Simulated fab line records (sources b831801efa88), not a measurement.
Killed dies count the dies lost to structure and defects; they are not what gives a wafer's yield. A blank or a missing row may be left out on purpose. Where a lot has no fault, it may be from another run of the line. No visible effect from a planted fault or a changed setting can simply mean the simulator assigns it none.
Chamber matching / flow gf180mcu / GF_CONTACT_CMP_04 on cmp-01 has 4 sister chambers
The step polishes SiO2. 8 wafers are shown with their chamber, then 11 later ones without.

WAFERS PAIRED WITH THEIR CHAMBERS
wafer=L468.1; chamber=3; motor_current_A (A)=9.9; head_pressure_psi (psi)=3.983
wafer=L468.6; chamber=0; motor_current_A (A)=14.1; head_pressure_psi (psi)=4.000
wafer=L470.5; chamber=2; motor_current_A (A)=11.5; head_pressure_psi (psi)=3.991
wafer=L470.6; chamber=1; motor_current_A (A)=11.4; head_pressure_psi (psi)=3.994
wafer=L478.1; chamber=0; motor_current_A (A)=14.7; head_pressure_psi (psi)=4.005
wafer=L478.2; chamber=1; motor_current_A (A)=12.4; head_pressure_psi (psi)=4.014
wafer=L478.3; chamber=3; motor_current_A (A)=10.2; head_pressure_psi (psi)=4.011
wafer=L479.1; chamber=2; motor_current_A (A)=11.8; head_pressure_psi (psi)=4.003

WAFERS WITH NO CHAMBER GIVEN
wafer=L479.2; motor_current_A (A)=9.9; head_pressure_psi (psi)=4.002
wafer=L479.4; motor_current_A (A)=11.3; head_pressure_psi (psi)=3.994
wafer=L480.3; motor_current_A (A)=9.7; head_pressure_psi (psi)=3.988
wafer=L480.4; motor_current_A (A)=11.8; head_pressure_psi (psi)=4.002
wafer=L480.5; motor_current_A (A)=14.1; head_pressure_psi (psi)=4.004
wafer=L484.1; motor_current_A (A)=14.6; head_pressure_psi (psi)=4.004
wafer=L484.2; motor_current_A (A)=10.1; head_pressure_psi (psi)=4.000
wafer=L484.5; motor_current_A (A)=11.8; head_pressure_psi (psi)=3.994
wafer=L486.1; motor_current_A (A)=12.1; head_pressure_psi (psi)=4.003
wafer=L486.2; motor_current_A (A)=11.4; head_pressure_psi (psi)=4.001
wafer=L486.5; motor_current_A (A)=12.2; head_pressure_psi (psi)=4.005

EACH ONE'S CHAMBER
wafer=L479.2; from the rows above=3; in truth=3
wafer=L479.4; from the rows above=can't be placed: 2 or 1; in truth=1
wafer=L480.3; from the rows above=3; in truth=3
wafer=L480.4; from the rows above=can't be placed: 1 or 2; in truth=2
wafer=L480.5; from the rows above=0; in truth=0
wafer=L484.1; from the rows above=0; in truth=0
wafer=L484.2; from the rows above=3; in truth=3
wafer=L484.5; from the rows above=can't be placed: 2 or 1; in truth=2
wafer=L486.1; from the rows above=can't be placed: 1 or 2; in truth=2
wafer=L486.2; from the rows above=can't be placed: 2 or 1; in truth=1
wafer=L486.5; from the rows above=can't be placed: 1 or 2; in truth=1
Correctly placed: 5 of 11. Cannot be placed on the basis of these rows: 6; the candidates contain the true chamber in 6. 0 placed wrongly.
How it was worked out, from the rows above alone: a wafer's distance from a chamber is the root of the sum, over the readings, of the square of ((its reading less the chamber's mean) divided by the reading's scatter). If the next closest chamber is less than 2 further off than the closest, the wafer can't be placed; otherwise it belongs to the closest. For every chamber, the mean is computed from those of its wafers that are shown. How the scatter is found: for the shown wafers, subtract from each reading the mean of its chamber, square and add these, divide the total by (wafers less chambers), then take the root.
